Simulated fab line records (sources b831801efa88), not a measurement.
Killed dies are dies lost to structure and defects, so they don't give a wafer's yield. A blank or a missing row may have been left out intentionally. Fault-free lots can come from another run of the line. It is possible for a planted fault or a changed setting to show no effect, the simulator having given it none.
Which tool is to blame? | flow sky130 | Sampling: 10 lots, 30 wafers, 6 of 708 route steps

WHAT THE GAUGES READ, wafer by wafer
SKY_POLY_GATE_THK_MEAS_01. Usual: POLY_GATE_CVD_00_THK gives 179.4 nm (standard deviation 1.9).
lot  | measured     | on            | POLY_GATE_CVD_00_THK (nm) | flag
L964 | day 14 03:31 | film_metro-03 | 177.4 178.3 177.3         |
L967 | day 14 20:11 | film_metro-01 | 179.1 178.8 179.3         |
L968 | day 15 10:23 | film_metro-01 | 181.3 181.0 181.2         |
L976 | day 19 10:58 | film_metro-02 | 179.1 179.2 179.1         |
L982 | day 20 23:14 | film_metro-02 | 180.7 178.8 179.9         |
L984 | day 21 07:35 | film_metro-03 | 178.7 177.6 178.1         |
L983 | day 21 09:23 | film_metro-01 | 180.2 177.9 178.2         |
L986 | day 21 16:05 | film_metro-03 | 178.8 180.1 180.7         |
L985 | day 21 20:04 | film_metro-02 | 181.5 180.6 180.8         |
L987 | day 22 03:01 | film_metro-03 | 180.3 180.5 180.8         |

SKY_POLY_GATE_THK_MEAS_04. Usual: POLY_GATE_CVD_03_THK gives 73.9 nm (standard deviation 0.64).
lot  | measured     | on            | POLY_GATE_CVD_03_THK (nm) | flag
L964 | day 15 16:05 | film_metro-03 | 74.5 74.7 74.3            |
L967 | day 16 01:50 | film_metro-01 | 74.6 74.3 73.8            |
L968 | day 16 16:10 | film_metro-03 | 73.1 73.7 72.9            |
L976 | day 20 18:37 | film_metro-01 | 73.6 72.9 73.4            |
L982 | day 22 07:27 | film_metro-02 | 73.9 74.6 74.5            |
L984 | day 22 15:45 | film_metro-01 | 74.4 73.5 74.6            |
L983 | day 22 17:50 | film_metro-01 | 73.9 74.0 73.8            |
L986 | day 22 23:52 | film_metro-01 | 73.7 74.0 74.2            |
L985 | day 23 04:26 | film_metro-02 | 74.0 74.7 74.3            |
L987 | day 23 12:17 | film_metro-02 | 73.1 73.2 73.2            |

SKY_LDD_HVN_TW_MEAS_10. Usual: LDD_HVN_TW gives 1433 (standard deviation 9).
lot  | measured     | on            | LDD_HVN_TW     | flag
L964 | day 20 21:03 | film_metro-02 | 1435 1439 1439 |
L967 | day 21 05:18 | film_metro-03 | 1292 1284 1294 | OFF
L968 | day 21 17:38 | film_metro-03 | 1415 1424 1424 |
L976 | day 25 21:51 | film_metro-02 | 1439 1442 1448 |
L982 | day 27 08:33 | film_metro-01 | 1437 1444 1437 |
L984 | day 27 16:35 | film_metro-03 | 1419 1423 1419 |
L983 | day 27 19:55 | film_metro-01 | 1442 1439 1441 |
L986 | day 28 00:10 | film_metro-02 | 1430 1430 1429 |
L985 | day 28 04:57 | film_metro-02 | 1437 1428 1428 |
L987 | day 28 13:53 | film_metro-02 | 1428 1429 1436 |

WHAT TOOL EACH LOT RAN ON (gives the tool, then ch and the chambers of the sampled wafers, and finally the start)
lot  | SKY_POLY_GATE_ETCH_17            | SKY_LDD_P_STRIP_10                   | SKY_LDD_HVN_STRIP_09
L964 | rie_si-01 ch 0,2,3, day 16 20:40 | plasma_asher-03 ch 0,1, day 19 14:10 | plasma_asher-01 ch 0,1, day 20 20:57
L967 | rie_si-02 ch 0,2, day 17 07:16   | plasma_asher-03 ch 0, day 19 22:50   | plasma_asher-03 ch 0,1, day 21 05:12
L968 | rie_si-02 ch 0,1,2, day 17 20:51 | plasma_asher-02 ch 0,1, day 20 11:17 | plasma_asher-04 ch 0,1, day 21 17:32
L976 | rie_si-01 ch 0,3, day 22 01:16   | plasma_asher-04 ch 0,1, day 24 15:43 | plasma_asher-04 ch 0,1, day 25 21:45
L982 | rie_si-01 ch 0,1, day 23 13:31   | plasma_asher-03 ch 0,1, day 26 04:02 | plasma_asher-04 ch 0,1, day 27 08:26
L984 | rie_si-01 ch 0,1, day 23 21:46   | plasma_asher-03 ch 0,1, day 26 11:58 | plasma_asher-01 ch 0,1, day 27 16:29
L983 | rie_si-02 ch 0,2,3, day 23 23:40 | plasma_asher-02 ch 0,1, day 26 14:52 | plasma_asher-01 ch 0,1, day 27 19:50
L986 | rie_si-01 ch 0,1, day 24 06:12   | plasma_asher-04 ch 0,1, day 26 18:55 | plasma_asher-03 ch 0,1, day 28 00:04
L985 | rie_si-02 ch 1,3, day 24 10:51   | plasma_asher-04 ch 0, day 27 01:09   | plasma_asher-04 ch 0,1, day 28 04:50
L987 | rie_si-01 ch 0,2,3, day 24 18:51 | plasma_asher-02 ch 0, day 27 09:20   | plasma_asher-04 ch 1, day 28 13:47
- SKY_POLY_GATE_ETCH_17: etches poly-Si in HBr/Cl2, stops on SiO2, target depth 180 nm, time 70.5 s.
- SKY_LDD_P_STRIP_10: strips in O2/N2.
- SKY_LDD_HVN_STRIP_09: strips in O2/N2.

AS READ BY THE TOOLS THEMSELVES (means over the sampled wafers that have a number; for cases with no such wafer, the mark the record gives instead)
SKY_POLY_GATE_ETCH_17. Usual: chamber_pressure_mTorr 10.001 mTorr, standard deviation 0.0087; drypump_motor_current_A 5.6 A, standard deviation 0.37; he_backside_leak_sccm 2.57 sccm, standard deviation 0.28; oes_product_au 0.986 a.u., standard deviation 0.0076; throttle_valve_pct 33.684 %, standard deviation 0.0088.
lot  | tool      | chamber_pressure_mTorr (mTorr) | drypump_motor_current_A (A) | he_backside_leak_sccm (sccm) | oes_product_au (a.u.) | throttle_valve_pct (%) | flag
L964 | rie_si-01 | 10.004                         | 5.8                         | 2.61                         | 0.983                 | 33.695                 |
L967 | rie_si-02 | 10.003                         | 5.9                         | 2.41                         | 0.984                 | 33.682                 |
L968 | rie_si-02 | 10.000                         | 5.6                         | 2.56                         | 0.990                 | 33.684                 |
L976 | rie_si-01 | 9.996                          | 5.8                         | 2.49                         | 0.980                 | 33.684                 |
L982 | rie_si-01 | 10.008                         | 5.6                         | 2.66                         | 0.987                 | 33.683                 |
L984 | rie_si-01 | 10.000                         | 5.3                         | 2.56                         | 0.984                 | 33.676                 |
L983 | rie_si-02 | 10.001                         | 5.8                         | 3.13                         | 0.983                 | 33.687                 |
L986 | rie_si-01 | 10.001                         | 5.3                         | 2.69                         | 0.990                 | 33.690                 |
L985 | rie_si-02 | 9.999                          | 5.4                         | 3.03                         | 0.993                 | 33.683                 |
L987 | rie_si-01 | 9.996                          | 5.8                         | 2.54                         | 0.983                 | 33.678                 |

SKY_LDD_P_STRIP_10. Usual: chamber_pressure_mTorr 1499.9 mTorr, standard deviation 1.4; drypump_motor_current_A 5.6 A, standard deviation 0.42; oes_product_au 0.715 a.u., standard deviation 0.0048; strip_time_to_endpoint_s 14.20 s, standard deviation 0.039.
lot  | tool            | chamber_pressure_mTorr (mTorr) | drypump_motor_current_A (A) | oes_product_au (a.u.) | strip_time_to_endpoint_s (s) | flag
L964 | plasma_asher-03 | 1497.9                         | 5.6                         | 0.714                 | 14.22                        |
L967 | plasma_asher-03 | 1499.5                         | 5.3                         | 0.957                 | -                            | OFF
L968 | plasma_asher-02 | 1499.4                         | 5.5                         | 0.711                 | 14.19                        |
L976 | plasma_asher-04 | 1501.3                         | 5.4                         | 0.717                 | 14.24                        |
L982 | plasma_asher-03 | 1499.5                         | 5.5                         | 0.717                 | 14.21                        |
L984 | plasma_asher-03 | 1500.4                         | 5.5                         | 0.722                 | 14.14                        |
L983 | plasma_asher-02 | 1499.2                         | 5.8                         | 0.721                 | 14.24                        |
L986 | plasma_asher-04 | 1500.7                         | 5.4                         | 0.713                 | 14.21                        |
L985 | plasma_asher-04 | 1500.3                         | 5.8                         | 0.715                 | 14.17                        |
L987 | plasma_asher-02 | 1499.6                         | 6.1                         | 0.710                 | 14.20                        |

SKY_LDD_HVN_STRIP_09. Usual: chamber_pressure_mTorr 1499.9 mTorr, standard deviation 1.4; drypump_motor_current_A 5.5 A, standard deviation 0.41; oes_product_au 0.409 a.u., standard deviation 0.0041; strip_time_to_endpoint_s 4.138 s, standard deviation 0.014.
lot  | tool            | chamber_pressure_mTorr (mTorr) | drypump_motor_current_A (A) | oes_product_au (a.u.) | strip_time_to_endpoint_s (s) | flag
L964 | plasma_asher-01 | 1500.1                         | 5.2                         | 0.411                 | 4.139                        |
L967 | plasma_asher-03 | 1500.1                         | 5.6                         | 0.454                 | 5.292                        | OFF
L968 | plasma_asher-04 | 1499.7                         | 5.4                         | 0.405                 | 4.116                        |
L976 | plasma_asher-04 | 1499.3                         | 5.4                         | 0.407                 | 4.141                        |
L982 | plasma_asher-04 | 1501.2                         | 5.6                         | 0.410                 | 4.132                        |
L984 | plasma_asher-01 | 1500.0                         | 5.4                         | 0.412                 | 4.127                        |
L983 | plasma_asher-01 | 1500.3                         | 5.4                         | 0.407                 | 4.158                        |
L986 | plasma_asher-03 | 1499.5                         | 5.6                         | 0.409                 | 4.135                        |
L985 | plasma_asher-04 | 1501.3                         | 5.6                         | 0.409                 | 4.137                        |
L987 | plasma_asher-04 | 1499.8                         | 5.2                         | 0.407                 | 4.134                        |

THE ANSWER, worked out from the rows above alone
Rule: a lot is off if the mean of its wafers that have a number lies more than 3 standard deviations from the usual mean. A lot without any number at a reading at which 4 lots or more have one is off too. All remaining lots with rows at the step are treated as sound. First the gauges in route order, then the tools' own readings, where a lot's mean is used as printed above. The first step at which some lot is off is used, and at that step the reading that is off furthest; a lot without a number counts as furthest.
Off: L967, seen at SKY_LDD_HVN_TW_MEAS_10 (LDD_HVN_TW).
A tool fits if, at a process step before that reading, it ran every lot that is off, and no sound lot after the first of them. Not tried: the gauges at SKY_LDD_HVN_TW_MEAS_10; whatever is off there is also off at SKY_LDD_P_STRIP_10, on other tools, and gauge error can't account for it. Not one of the candidates tried fits.

WHAT WAS PUT IN BY THE SIMULATOR
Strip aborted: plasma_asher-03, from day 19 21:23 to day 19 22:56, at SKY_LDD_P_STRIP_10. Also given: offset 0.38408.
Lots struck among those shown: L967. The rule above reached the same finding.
